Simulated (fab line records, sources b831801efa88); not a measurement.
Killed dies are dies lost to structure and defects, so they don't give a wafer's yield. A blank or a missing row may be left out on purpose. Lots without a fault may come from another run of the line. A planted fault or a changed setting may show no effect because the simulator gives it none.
Split-lot experiment | flow sky130 | 5 lots, 23 wafers read, on a route of 708 steps

THE SPLIT
At SKY_SD_P_IMPLANT_09, the setting energy_kev was moved away from the recipe's 20 on 7 of the 23 wafers read, by +3.1% to +5.5%. The other wafers ran this setting at the recipe's value.

FROM THE SPLIT TO THE READING: what the file shows between them, 8 steps
- SKY_SD_P_STRIP_10: strips in O2/N2
- SKY_RES_XHIGH_IMPLANT_07 (also split here: dose_cm2)
- SKY_SD_N_IMPLANT_09 (also split here: energy_kev)
- SKY_SD_N_IMPLANT_10
- SKY_SD_N_STRIP_11: strips in O2/N2
- SKY_SD_N_CLEAN_13: cleans in SC1/SC2, time 150 s
- SKY_SD_N_RTA_14: time 2 s
- SKY_SD_N_RS_MEAS_16: measures by four-point-probe

THE READING
SD_P_RS, in ohm/sq, at SKY_SD_N_RS_MEAS_17 (measures by four-point-probe). Fault-free wafers of this fab line usually give 147.2 ohm/sq, standard deviation 0.47 ohm/sq.

wafer  | tool, chamber at the split | energy_kev as run | against the recipe | SD_P_RS, ohm/sq | against lot-mates on the recipe
L076.2 | implanter-01, 0            | 20                | recipe             | 148.3           | -
L076.3 | implanter-01, 0            | 20                | recipe             | 147.7           | -
L076.4 | implanter-01, 0            | 20                | recipe             | 147.9           | -
L080.1 | implanter-04, 0            | 20.63             | +3.1%              | 145.4           | -2.4
L080.2 | implanter-04, 0            | 20                | recipe             | 147.6           | -
L080.3 | implanter-04, 0            | 20                | recipe             | 147.9           | -
L080.4 | implanter-04, 0            | 20                | recipe             | 148.0           | -
L080.6 | implanter-04, 0            | 20.63             | +3.1%              | 145.6           | -2.2
L081.1 | implanter-01, 0            | 20                | recipe             | 147.4           | -
L081.2 | implanter-01, 0            | 20                | recipe             | 147.2           | -
L081.3 | implanter-01, 0            | 20                | recipe             | 146.7           | -
L081.4 | implanter-01, 0            | 20                | recipe             | 146.9           | -
L081.5 | implanter-01, 0            | 20                | recipe             | 146.8           | -
L083.2 | implanter-04, 0            | 21.11             | +5.5%              | 143.7           | -4.0
L083.3 | implanter-04, 0            | 20                | recipe             | 148.0           | -
L083.4 | implanter-04, 0            | 21.11             | +5.5%              | 143.6           | -4.1
L083.5 | implanter-04, 0            | 21.11             | +5.5%              | 144.2           | -3.5
L083.6 | implanter-04, 0            | 20                | recipe             | 147.3           | -
L082.1 | implanter-01, 0            | 20                | recipe             | 147.1           | -
L082.2 | implanter-01, 0            | 21.07             | +5.4%              | 143.8           | -3.3
L082.3 | implanter-01, 0            | 20                | recipe             | 147.5           | -
L082.4 | implanter-01, 0            | 21.07             | +5.4%              | 143.7           | -3.4
L082.6 | implanter-01, 0            | 20                | recipe             | 146.8           | -

THE FIT
A straight line over all 23 wafers: SD_P_RS changes by -0.661 ohm/sq for each +1% of energy_kev; r = -0.96; the points scatter about the line by 0.44 ohm/sq.
The same after taking each lot's own level away (the mean of its wafers on the recipe; 23 wafers): -0.673 ohm/sq for each +1%; r = -0.99; scatter 0.27 ohm/sq.
On that fit, the largest move of energy_kev shifts the reading by 3.7 ohm/sq.
The lots' own levels span 147.00 to 147.97 ohm/sq, that is 2.1 times the standard deviation above.
So the lot-to-lot level changes the slope little: the two slopes agree.
Check: with one of the wafers moved furthest among these (+5.5%) left out of the fit, the line predicts -3.7 ohm/sq for it against its lot-mates. It came out at -3.95 ohm/sq against them.

OTHER SPLITS ON THESE WAFERS
These wafers also went through other splits before the reading. Each is held against what the fit with the lots' levels taken away leaves over:
other split on the same wafers    | wafers away from the commonest value | r with SD_P_RS (lot level and that fit taken away)
SKY_LDD_P_IMPLANT_09 dose_cm2     | 10                                   | +0.11
SKY_LDD_HVP_IMPLANT_08 energy_kev | 8                                    | +0.16
SKY_POLY_CUT_EXPOSE_05 dose_mj    | 6                                    | -0.34
SKY_POLY_CUT_ETCH_10 time_s       | 8                                    | -0.40
SKY_RES_XHIGH_IMPLANT_07 dose_cm2 | 6                                    | -0.12
SKY_SD_N_IMPLANT_09 energy_kev    | 10                                   | +0.28

THE WHOLE CHAIN: every reading that the file lists as answering this split, in the file's order
step                | what it does                 | reading                                                         | change (the file's fit)                | r (the file's)
SKY_SD_P_IMPLANT_09 |                              | implant.rp_nm (the simulator's own value, which no gauge read)  | +0.134 nm for each +1% of the setting  | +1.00
SKY_SD_P_IMPLANT_09 |                              | implant.drp_nm (the simulator's own value, which no gauge read) | +0.0679 nm for each +1% of the setting | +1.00
SKY_SD_P_STRIP_10   | strips in O2/N2              | strip_time_to_endpoint_s                                        | withheld for each +1% of the setting   | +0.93
SKY_SD_N_RS_MEAS_17 | measures by four-point-probe | SD_P_RS                                                         | -0.671 for each +1% of the setting     | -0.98

THE FILE'S OWN FIT
SD_P_RS changes by -0.671 ohm/sq for each +1% of energy_kev, r = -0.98.
